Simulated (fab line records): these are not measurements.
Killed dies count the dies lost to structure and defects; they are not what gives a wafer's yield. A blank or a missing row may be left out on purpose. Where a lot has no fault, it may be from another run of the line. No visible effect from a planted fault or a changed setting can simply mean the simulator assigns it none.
fab line records	flow sky130	part 1 of 2: steps 1 to 31 of 45
[record] lots = 5	wafers = 15	last_day = 49
route steps=708 shown FIELD_ISO@23 NWELL@32 DNWELL@35 PWDE@45
lots that met no fault: from a run of the same line without faults
start_h: hours from the record's first day to the start of the lot's first wafer shown	wait_h: hours since the lot's step before	" same as the row above	L1.1+2: a single row standing in for several wafers	- no value, or no start was given	* or withheld: withheld	< > ~ a bound
route shown NAME@n: a module of which the file shows steps, and the number in the route of the first	usual: mean/standard deviation of fault-free wafers	same: alike in all rows	chamber/n: place in a boat	sites: each site's reading	_std_site: standard deviation of those values	_edge_site: inner sites' mean taken away from outer sites' mean	radius_mm: how far each site lies from the wafer's centre	mask NAME#n: copy n	behind: tool/chamber where the wafer was last shaped	hold: why the lot went on hold/how many hours it stayed there/how the hold came to an end	device: whichever transistor did not switch (one of n, p or np)	end of line: the same wafers' tests at the end of the route	for a step that has no rows: nothing shown but its recipe	killed: count of dies lost to structure and defects at first sort (not the wafer's yield)	map: shows each die of a wafer: x if killed, . if not, _ if none is there
set.NAME: the setting the step ran with; set.NAME@STEP: the setting that earlier step ran with	model.NAME: the simulator's own value behind a step, which no gauge read
certain route steps with their lots: each step a table, each wafer a row
services: from which hour (start_h, from the record's first day; less than 0 if before it) a tool's chamber was out of use, for how many hours, and why
[[steps]]
[step SKY_FIELD_ISO_OXIDATION_22]
[recipe] temp_c = 950	ambient = O2	stabilise_s = 600	purge_s = 300	target_thk_a = 100	ox_time_s = 623
[usual] zone_power_top_pct = 39.2/0.69
lot.wafer	tool	chamber	start_h	wait_h	zone_power_top_pct
L074.1	furnace-01	0	31.22	0.8	39.5
L074.3	"	0	"	"	40.2
L074.4	"	0	"	"	39.4
L076.1	furnace-02	0	41.19	1.0	39.2
L076.2	"	0	"	"	38.8
L076.6	"	0	"	"	38.8
L089.1	furnace-01	0	108.96	0.0	39.9
L089.2	"	0	"	"	39.9
L089.4	"	0	"	"	39.6
L093.1	furnace-02	0	127.80	0.3	39.3
L093.3	"	0	"	"	38.8
L093.5	"	0	"	"	39.0
L094.1	furnace-01	0	133.35	0.0	39.8
L094.2	"	0	"	"	40.5
L094.4	"	0	"	"	39.2
[step SKY_FIELD_ISO_THK_MEAS_23]
[recipe] reads = SiO2_of_FIELD_ISO_OXIDATION_22
[usual] FIELD_ISO_OXIDATION_01_THK = 10.00/0.2
lot.wafer	tool	chamber	start_h	wait_h	FIELD_ISO_OXIDATION_01_THK[nm]
L074.1	film_metro-01	-	32.39	0.0	9.82
L074.3	"	-	"	"	9.87
L074.4	"	-	"	"	9.82
L076.1	film_metro-01	-	42.36	0.0	9.85
L076.2	"	-	"	"	9.85
L076.6	"	-	"	"	9.95
L089.1	film_metro-04	-	110.14	0.0	10.11
L089.2	"	-	"	"	10.02
L089.4	"	-	"	"	9.87
L093.1	film_metro-01	-	128.97	0.0	9.99
L093.3	"	-	"	"	9.84
L093.5	"	-	"	"	9.95
L094.1	film_metro-01	-	134.53	0.0	10.18
L094.2	"	-	"	"	10.34
L094.4	"	-	"	"	10.26
[step SKY_FIELD_ISO_CVD_24]
[recipe] material = SiO2	target_thk_nm = 595	temp_c = 650	sigma_open_frac = 0.3	time_s = 99.2	sih4_flow_sccm = 60	pressure_mtorr = 6
[usual] susceptor_temp_C = 650.1/0.3
lot.wafer	tool	chamber	start_h	wait_h	susceptor_temp_C
L074.1	hdpcvd-01	2	32.45	0.1	650.6
L074.3	"	0	"	"	649.9
L074.4	"	0	"	"	650.0
L076.1	hdpcvd-02	1	42.42	0.1	650.3
L076.2	"	2	"	"	649.8
L076.6	"	1	"	"	649.9
L089.1	hdpcvd-01	2	110.20	0.1	650.0
L089.2	"	1	"	"	650.2
L089.4	"	2	"	"	650.3
L093.1	hdpcvd-02	0	129.03	0.1	649.5
L093.3	"	1	"	"	650.1
L093.5	"	0	"	"	650.5
L094.1	hdpcvd-01	0	134.59	0.1	650.1
L094.2	"	2	"	"	650.0
L094.4	"	0	"	"	649.8
[step SKY_FIELD_ISO_THK_MEAS_25]
[recipe] reads = SiO2_of_FIELD_ISO_CVD_24
[usual] FIELD_ISO_CVD_24_THK = 594/5.5
lot.wafer	tool	chamber	start_h	wait_h	FIELD_ISO_CVD_24_THK[nm]
L074.1	film_metro-02	-	32.52	0.0	603
L074.3	"	-	"	"	595
L074.4	"	-	"	"	602
L076.1	film_metro-04	-	42.49	0.0	593
L076.2	"	-	"	"	600
L076.6	"	-	"	"	605
L089.1	film_metro-04	-	110.27	0.0	593
L089.2	"	-	"	"	585
L089.4	"	-	"	"	598
L093.1	film_metro-01	-	129.14	0.1	599
L093.3	"	-	"	"	591
L093.5	"	-	"	"	594
L094.1	film_metro-04	-	134.66	0.0	591
L094.2	"	-	"	"	584
L094.4	"	-	"	"	596
[step SKY_FIELD_ISO_ANNEAL_26]
[recipe] temp_c = 1000	time_s = 1800	ambient = N2
[usual] zone_power_top_pct = 42.8/0.78
lot.wafer	tool	chamber	start_h	wait_h	zone_power_top_pct
L074.1	furnace-02	0	33.82	1.3	41.2
L074.3	"	0	"	"	41.5
L074.4	"	0	"	"	42.2
L076.1	furnace-01	0	43.26	0.8	43.2
L076.2	"	0	"	"	43.6
L076.6	"	0	"	"	43.8
L089.1	furnace-01	0	111.53	1.3	43.4
L089.2	"	0	"	"	43.2
L089.4	"	0	"	"	43.2
L093.1	furnace-01	0	130.30	1.2	43.2
L093.3	"	0	"	"	43.4
L093.5	"	0	"	"	43.5
L094.1	furnace-01	0	134.72	0.1	43.5
L094.2	"	0	"	"	43.6
L094.4	"	0	"	"	43.4
[step SKY_FIELD_ISO_CMP_27]
[recipe] stop_on = Si3N4	t_overpolish_s = 16	down_force_psi = 4	platen_rpm = 60	target_thk_nm = 457.8	pad_velocity_m_s = 0.94248
[usual] motor_current_A = 12.1/1.4	overpolish_run_s = 15.999/0.0096	time_to_endpoint_s = 110/3.9
[same] t_overpolish_s = 16
lot.wafer	tool	chamber	start_h	wait_h	motor_current_A	overpolish_run_s	time_to_endpoint_s
L074.1	cmp-02	2	35.32	0.0	13.7	16.005	112
L074.4	"	0	"	"	10.9	16.003	110
L074.3	"	1	"	"	11.9	15.999	107
L076.1	cmp-01	2	44.76	0.0	11.2	15.999	112
L076.2	"	3	"	"	11.3	15.994	116
L076.6	"	2	"	"	11.4	16.013	116
L089.2	cmp-01	0	113.03	0.0	11.2	15.994	114
L089.1	"	2	"	"	11.5	15.988	112
L089.4	"	3	"	"	10.8	16.009	117
L093.1	cmp-02	0	131.80	0.0	10.7	16.010	115
L093.3	"	1	"	"	11.1	15.994	110
L093.5	"	1	"	"	11.6	16.009	112
L094.4	cmp-02	0	136.22	0.0	10.7	16.005	109
L094.1	"	1	"	"	10.4	16.004	104
L094.2	"	3	"	"	13.2	16.005	106
[step SKY_FIELD_ISO_WET_ETCH_28]
[recipe] chemistry = dHF	target_depth_nm = 23.7	target = SiO2	dilution = 10:1	temp_c = 25	time_s = 47
[usual] temp_c = 25.00/0.095
lot.wafer	tool	chamber	start_h	wait_h	temp_c
L074.1	wet_bench-03	0	35.62	0.2	25.05
L074.3	"	0	"	"	25.21
L074.4	"	0	"	"	24.97
L076.1	wet_bench-04	3	45.06	0.2	25.15
L076.2	"	3	"	"	24.96
L076.6	"	3	"	"	25.10
L089.1	wet_bench-04	3	113.33	0.1	24.85
L089.2	"	3	"	"	24.99
L089.4	"	3	"	"	24.84
L093.1	wet_bench-01	3	132.10	0.2	25.15
L093.3	"	3	"	"	24.86
L093.5	"	3	"	"	25.02
L094.1	wet_bench-03	1	136.52	0.2	25.14
L094.2	"	1	"	"	25.03
L094.4	"	1	"	"	25.11
[step SKY_FIELD_ISO_WET_ETCH_29]
[recipe] chemistry = H3PO4	target_depth_nm = 160	target = Si3N4	temp_c = 160	time_s = 1825
[usual] temp_c = 160.00/0.15
lot.wafer	tool	chamber	start_h	wait_h	temp_c
L074.1	wet_bench-04	3	35.64	0.0	160.20
L074.3	"	3	"	"	160.27
L074.4	"	3	"	"	160.22
L076.1	wet_bench-01	2	45.08	0.0	160.13
L076.2	"	2	"	"	159.83
L076.6	"	2	"	"	160.06
L089.1	wet_bench-03	3	113.35	0.0	159.88
L089.2	"	3	"	"	159.72
L089.4	"	3	"	"	159.85
L093.1	wet_bench-04	0	132.13	0.0	160.08
L093.3	"	0	"	"	159.79
L093.5	"	0	"	"	159.96
L094.1	wet_bench-03	2	136.54	0.0	159.78
L094.2	"	2	"	"	159.97
L094.4	"	2	"	"	159.96
[step SKY_FIELD_ISO_WET_ETCH_30]
[recipe] chemistry = dHF	target_depth_nm = 25	target = SiO2	dilution = 10:1	temp_c = 25	time_s = 50
[usual] temp_c = 25.03/0.11
lot.wafer	tool	chamber	start_h	wait_h	temp_c
L074.1	wet_bench-03	1	36.16	0.0	25.00
L074.3	"	1	"	"	24.97
L074.4	"	1	"	"	24.92
L076.1	wet_bench-03	1	45.60	0.0	25.04
L076.2	"	1	"	"	25.04
L076.6	"	1	"	"	24.88
L089.1	wet_bench-01	2	113.87	0.0	25.17
L089.2	"	2	"	"	24.96
L089.4	"	2	"	"	25.14
L093.1	wet_bench-03	3	133.16	0.0	25.19
L093.3	"	3	"	"	25.19
L093.5	"	3	"	"	25.12
L094.1	wet_bench-01	2	137.05	0.0	24.99
L094.2	"	2	"	"	24.99
L094.4	"	2	"	"	25.00
[step SKY_NWELL_CLEAN_00]
[recipe] chemistry = SC1/SC2	mix = 1:4:20	temp_c = 70	time_s = 150	dry = n2_spin
[usual] temp_c = 70.02/0.13
lot.wafer	tool	chamber	start_h	wait_h	temp_c
L074.1	wet_bench-01	1	36.18	0.0	69.96
L074.3	"	1	"	"	70.00
L074.4	"	1	"	"	69.98
L076.1	wet_bench-04	1	45.62	0.0	69.94
L076.2	"	1	"	"	69.95
L076.6	"	1	"	"	70.01
L089.1	wet_bench-04	3	113.89	0.0	70.09
L089.2	"	3	"	"	70.15
L089.4	"	3	"	"	70.07
L093.1	wet_bench-04	1	133.18	0.0	70.05
L093.3	"	1	"	"	69.85
L093.5	"	1	"	"	69.98
L094.1	wet_bench-03	1	137.08	0.0	69.96
L094.2	"	1	"	"	69.88
L094.4	"	1	"	"	69.96
[step SKY_NWELL_OXIDATION_01]
[recipe] temp_c = 900	ambient = O2	stabilise_s = 600	purge_s = 300	target_thk_a = 100	ox_time_s = 1418
[usual] zone_power_top_pct = 35.9/0.64
lot.wafer	tool	chamber	start_h	wait_h	zone_power_top_pct
L074.1	furnace-01	0	36.88	0.6	37.2
L074.3	"	0	"	"	36.0
L074.4	"	0	"	"	36.4
L076.1	furnace-02	0	46.63	1.0	35.4
L076.2	"	0	"	"	34.6
L076.6	"	0	"	"	34.9
L089.1	furnace-01	0	114.38	0.4	35.9
L089.2	"	0	"	"	36.7
L089.4	"	0	"	"	36.9
L093.1	furnace-02	0	133.28	0.0	35.2
L093.3	"	0	"	"	35.4
L093.5	"	0	"	"	35.3
L094.1	furnace-01	0	138.97	1.8	36.8
L094.2	"	0	"	"	36.5
L094.4	"	0	"	"	36.6
[step SKY_NWELL_THK_MEAS_02]
[recipe] reads = SiO2_of_NWELL_OXIDATION_01
[usual] NWELL_OXIDATION_THK = 10.05/0.22
lot.wafer	tool	chamber	start_h	wait_h	NWELL_OXIDATION_THK[nm]
L074.1	film_metro-04	-	38.27	0.0	9.53
L074.3	"	-	"	"	9.70
L074.4	"	-	"	"	9.45
L076.1	film_metro-04	-	48.03	0.0	10.03
L076.2	"	-	"	"	9.98
L076.6	"	-	"	"	9.98
L089.1	film_metro-03	-	115.77	0.0	10.41
L089.2	"	-	"	"	10.34
L089.4	"	-	"	"	10.43
L093.1	film_metro-02	-	134.68	0.0	9.81
L093.3	"	-	"	"	9.85
L093.5	"	-	"	"	9.78
L094.1	film_metro-03	-	140.37	0.0	10.31
L094.2	"	-	"	"	10.45
L094.4	"	-	"	"	10.31
[step SKY_DNWELL_DEHYDRATE_00]
[recipe] temp_c = 200	time_s = 60
lot.wafer	tool	chamber	start_h	wait_h
L074.1+3+4	litho_track-02	0	45.15	6.9
L076.1+2+6	litho_track-04	0	55.01	7.0
L089.1+2+4	litho_track-01	0	124.46	8.7
L093.1+3+5	litho_track-04	0	144.41	9.7
L094.1+2+4	litho_track-02	0	149.70	9.3
[step SKY_DNWELL_HMDS_01]
[recipe] prime_time_s = 60	prime_temp_c = 120
lot.wafer	tool	chamber	start_h	wait_h
L074.1+3+4	litho_track-02	0	45.30	0.1
L076.1+2+6	litho_track-04	0	55.16	0.1
L089.1+2+4	litho_track-01	0	124.61	0.1
L093.1+3+5	litho_track-04	0	144.56	0.1
L094.1+2+4	litho_track-02	0	149.85	0.1
[step SKY_DNWELL_COAT_02]
[recipe] spin_rpm = 2000	resist_thk_nm = 3000
lot.wafer	tool	chamber	start_h	wait_h
L074.1+3+4	litho_track-02	0	45.45	0.1
L076.1+2+6	litho_track-04	0	55.31	0.1
L089.1+2+4	litho_track-01	0	124.76	0.1
L093.1+3+5	litho_track-04	0	144.71	0.1
L094.1+2+4	litho_track-02	0	150.00	0.1
[step SKY_DNWELL_SOFTBAKE_03]
[recipe] temp_c = 110	time_s = withheld
lot.wafer	tool	chamber	start_h	wait_h
L074.1+3+4	litho_track-02	0	45.60	0.1
L076.1+2+6	litho_track-04	0	55.46	0.1
L089.1+2+4	litho_track-01	0	124.91	0.1
L093.1+3+5	litho_track-04	0	144.86	0.1
L094.1+2+4	litho_track-02	0	150.15	0.1
[step SKY_DNWELL_EXPOSE_04]
[recipe] mask_id = DNM	na = 0.57	target_cd_nm = 3000	dose_mj = 222
[usual] focus_offset_nm = -0.1/0.5
lot.wafer	tool	chamber	start_h	wait_h	mask	focus_offset_nm
L074.1	iline_stepper-01	0	-	-	DNM#0	0.0
L074.3	"	0	"	"	DNM#0	0.2
L074.4	"	0	"	"	DNM#0	-0.1
L076.1	iline_stepper-01	0	-	-	DNM#0	0.1
L076.2	"	0	"	"	DNM#0	-0.7
L076.6	"	0	"	"	DNM#0	0.0
L089.1	iline_stepper-02	0	-	-	DNM#0	-0.6
L089.2	"	0	"	"	DNM#0	-1.0
L089.4	"	0	"	"	DNM#0	-1.0
L093.1	iline_stepper-01	0	-	-	DNM#0	-0.5
L093.3	"	0	"	"	DNM#0	0.3
L093.5	"	0	"	"	DNM#0	0.4
L094.1	iline_stepper-02	0	-	-	DNM#0	0.3
L094.2	"	0	"	"	DNM#0	0.0
L094.4	"	0	"	"	DNM#0	0.7
[step SKY_DNWELL_PEB_05]
[recipe] temp_c = 115	time_s = withheld
lot.wafer	tool	chamber	start_h	wait_h
L074.1+3+4	litho_track-04	0	-	-
L076.1+2+6	litho_track-01	0	-	-
L089.1+2+4	litho_track-04	0	-	-
L093.1+3+5	litho_track-02	0	-	-
L094.1+2+4	litho_track-01	0	-	-
[step SKY_DNWELL_DEVELOP_06]
[recipe] wall_angle_deg = 90	developer = TMAH	develop_time_s = 60	dev_temp_c = 23
lot.wafer	tool	chamber	start_h	wait_h
L074.1+3+4	litho_track-04	0	-	-
L076.1+2+6	litho_track-01	0	-	-
L089.1+2+4	litho_track-04	0	-	-
L093.1+3+5	litho_track-02	0	-	-
L094.1+2+4	litho_track-01	0	-	-
[step SKY_DNWELL_IMPLANT_07]
[recipe] species = P	energy_kev = withheld	dose_cm2 = withheld	tilt_deg = withheld
lot.wafer	tool	chamber	start_h	wait_h
L074.1+3+4	implanter-01	0	53.71	-
L076.1+2+6	implanter-04	0	62.46	-
L089.1+2+4	implanter-04	0	134.11	-
L093.1+3+5	implanter-01	0	154.55	-
L094.1+2+4	implanter-02	0	160.51	-
[step SKY_DNWELL_STRIP_08]
[recipe] chemistry = O2/N2	power_w = 1400	pressure_mtorr = 1500	platen_temp_c = withheld	o2_flow_sccm = 3000	n2_flow_sccm = 300	overash_fraction = 0.5
[usual] drypump_motor_current_A = 5.6/0.39	oes_product_au = 0.723/0.0045	strip_time_to_endpoint_s = 36.88/0.1
lot.wafer	tool	chamber	start_h	wait_h	drypump_motor_current_A	oes_product_au	rf_hours_counter_h	strip_time_to_endpoint_s
L074.1	plasma_asher-01	0	53.86	0.1	5.2	0.727	36	36.90
L074.3	"	1	"	"	5.4	0.722	-	36.96
L074.4	"	0	"	"	5.2	0.721	-	36.87
L076.1	plasma_asher-01	0	62.61	0.1	5.2	0.727	37	36.64
L076.2	"	1	"	"	5.5	0.724	37	36.72
L076.6	"	0	"	"	5.2	0.726	-	36.69
L089.1	plasma_asher-04	0	134.26	0.1	5.7	0.720	2	36.76
L089.2	"	1	"	"	5.8	0.723	2	36.87
L089.4	"	0	"	"	5.7	0.716	-	36.87
L093.1	plasma_asher-03	1	154.70	0.1	5.4	0.726	47	36.85
L093.3	"	0	"	"	6.4	0.718	-	36.76
L093.5	"	1	"	"	5.4	0.729	-	36.76
L094.1	plasma_asher-03	1	160.66	0.1	5.4	0.724	47	36.93
L094.2	"	0	"	"	6.4	0.720	47	37.03
L094.4	"	0	"	"	6.4	0.727	-	37.04
[step SKY_DNWELL_TW_MEAS_09]
[usual] DNWELL_TW = 1120/6.2
lot.wafer	tool	chamber	start_h	wait_h	DNWELL_TW
L074.1	film_metro-02	-	53.96	0.1	1119
L074.3	"	-	"	"	1121
L074.4	"	-	"	"	1124
L076.1	film_metro-04	-	62.71	0.1	1128
L076.2	"	-	"	"	1127
L076.6	"	-	"	"	1127
L089.1	film_metro-04	-	134.36	0.1	1111
L089.2	"	-	"	"	1113
L089.4	"	-	"	"	1112
L093.1	film_metro-03	-	154.80	0.1	1123
L093.3	"	-	"	"	1119
L093.5	"	-	"	"	1124
L094.1	film_metro-02	-	160.76	0.1	1118
L094.2	"	-	"	"	1114
L094.4	"	-	"	"	1107
[step SKY_PWDE_DEHYDRATE_00]
[recipe] temp_c = 200	time_s = 60
lot.wafer	tool	chamber	start_h	wait_h
L074.1+3+4	litho_track-01	0	60.81	6.8
L076.1+2+6	litho_track-03	0	69.97	7.3
L089.1+2+4	litho_track-01	0	143.91	9.5
L093.1+3+5	litho_track-02	0	164.65	9.8
L094.1+2+4	litho_track-02	0	170.20	9.4
[step SKY_PWDE_HMDS_01]
[recipe] prime_time_s = 60	prime_temp_c = 120
lot.wafer	tool	chamber	start_h	wait_h
L074.1+3+4	litho_track-01	0	60.96	0.1
L076.1+2+6	litho_track-03	0	70.12	0.1
L089.1+2+4	litho_track-01	0	144.06	0.1
L093.1+3+5	litho_track-02	0	164.80	0.1
L094.1+2+4	litho_track-02	0	170.35	0.1
[step SKY_PWDE_COAT_02]
[recipe] spin_rpm = 2000	resist_thk_nm = 3000
lot.wafer	tool	chamber	start_h	wait_h
L074.1+3+4	litho_track-01	0	61.11	0.1
L076.1+2+6	litho_track-03	0	70.27	0.1
L089.1+2+4	litho_track-01	0	144.21	0.1
L093.1+3+5	litho_track-02	0	164.95	0.1
L094.1+2+4	litho_track-02	0	170.50	0.1
[step SKY_PWDE_SOFTBAKE_03]
[recipe] temp_c = 110	time_s = withheld
lot.wafer	tool	chamber	start_h	wait_h
L074.1+3+4	litho_track-01	0	61.26	0.1
L076.1+2+6	litho_track-03	0	70.42	0.1
L089.1+2+4	litho_track-01	0	144.36	0.1
L093.1+3+5	litho_track-02	0	165.10	0.1
L094.1+2+4	litho_track-02	0	170.65	0.1
[step SKY_PWDE_EXPOSE_04]
[recipe] mask_id = PWDEM	na = 0.6	source_shape = conventional	sigma_outer = 0.6	polarization = unpolarized	target_cd_nm = 840	dose_mj = 214
[usual] focus_offset_nm = 0.0/0.44
[same] sigma_outer = 0.6
lot.wafer	tool	chamber	start_h	wait_h	mask	focus_offset_nm
L074.1	iline_stepper-01	0	-	-	PWDEM#0	0.0
L074.3	"	0	"	"	PWDEM#0	-0.3
L074.4	"	0	"	"	PWDEM#0	-0.8
L076.1	iline_stepper-02	0	-	-	PWDEM#0	0.0
L076.2	"	0	"	"	PWDEM#0	-0.5
L076.6	"	0	"	"	PWDEM#0	0.2
L089.1	iline_stepper-01	0	-	-	PWDEM#0	-0.1
L089.2	"	0	"	"	PWDEM#0	0.1
L089.4	"	0	"	"	PWDEM#0	0.0
L093.1	iline_stepper-02	0	-	-	PWDEM#0	-0.1
L093.3	"	0	"	"	PWDEM#0	0.3
L093.5	"	0	"	"	PWDEM#0	-0.1
L094.1	iline_stepper-01	0	-	-	PWDEM#0	0.4
L094.2	"	0	"	"	PWDEM#0	0.0
L094.4	"	0	"	"	PWDEM#0	0.1
[step SKY_PWDE_PEB_05]
[recipe] temp_c = 115	time_s = withheld
lot.wafer	tool	chamber	start_h	wait_h
L074.1+3+4	litho_track-03	0	-	-
L076.1+2+6	litho_track-03	0	-	-
L089.1+2+4	litho_track-01	0	-	-
L093.1+3+5	litho_track-02	0	-	-
L094.1+2+4	litho_track-01	0	-	-
[step SKY_PWDE_DEVELOP_06]
[recipe] wall_angle_deg = 90	developer = TMAH	develop_time_s = 60	dev_temp_c = 23
lot.wafer	tool	chamber	start_h	wait_h
L074.1+3+4	litho_track-03	0	-	-
L076.1+2+6	litho_track-03	0	-	-
L089.1+2+4	litho_track-01	0	-	-
L093.1+3+5	litho_track-02	0	-	-
L094.1+2+4	litho_track-01	0	-	-
[step SKY_PWDE_OVL_MEAS_07]
[usual] PWDE_OVL = -0.8/1.4
lot.wafer	tool	chamber	start_h	wait_h	PWDE_OVL[nm]
L074.1	overlay-01	-	69.02	-	-3.6
L074.3	"	-	"	"	-0.1
L074.4	"	-	"	"	-2.6
L076.1	overlay-02	-	78.62	-	-2.0
L076.2	"	-	"	"	-1.4
L076.6	"	-	"	"	-0.4
L089.1	overlay-01	-	154.11	-	-1.9
L089.2	"	-	"	"	-0.3
L089.4	"	-	"	"	-1.8
L093.1	overlay-01	-	174.15	-	0.2
L093.3	"	-	"	"	1.8
L093.5	"	-	"	"	1.5
L094.1	overlay-02	-	180.46	-	-0.6
L094.2	"	-	"	"	0.2
L094.4	"	-	"	"	1.2
[step SKY_PWDE_IMPLANT_08]
[recipe] species = B	energy_kev = 150	dose_cm2 = 3.6e+12	tilt_deg = withheld
lot.wafer	tool	chamber	start_h	wait_h
L074.1+3+4	implanter-02	0	69.06	0.0
L076.1+2+6	implanter-03	0	78.66	0.0
L089.1+2+4	implanter-03	0	154.15	0.0
L093.1+3+5	implanter-02	0	174.19	0.0
L094.1+2+4	implanter-02	0	180.50	0.0
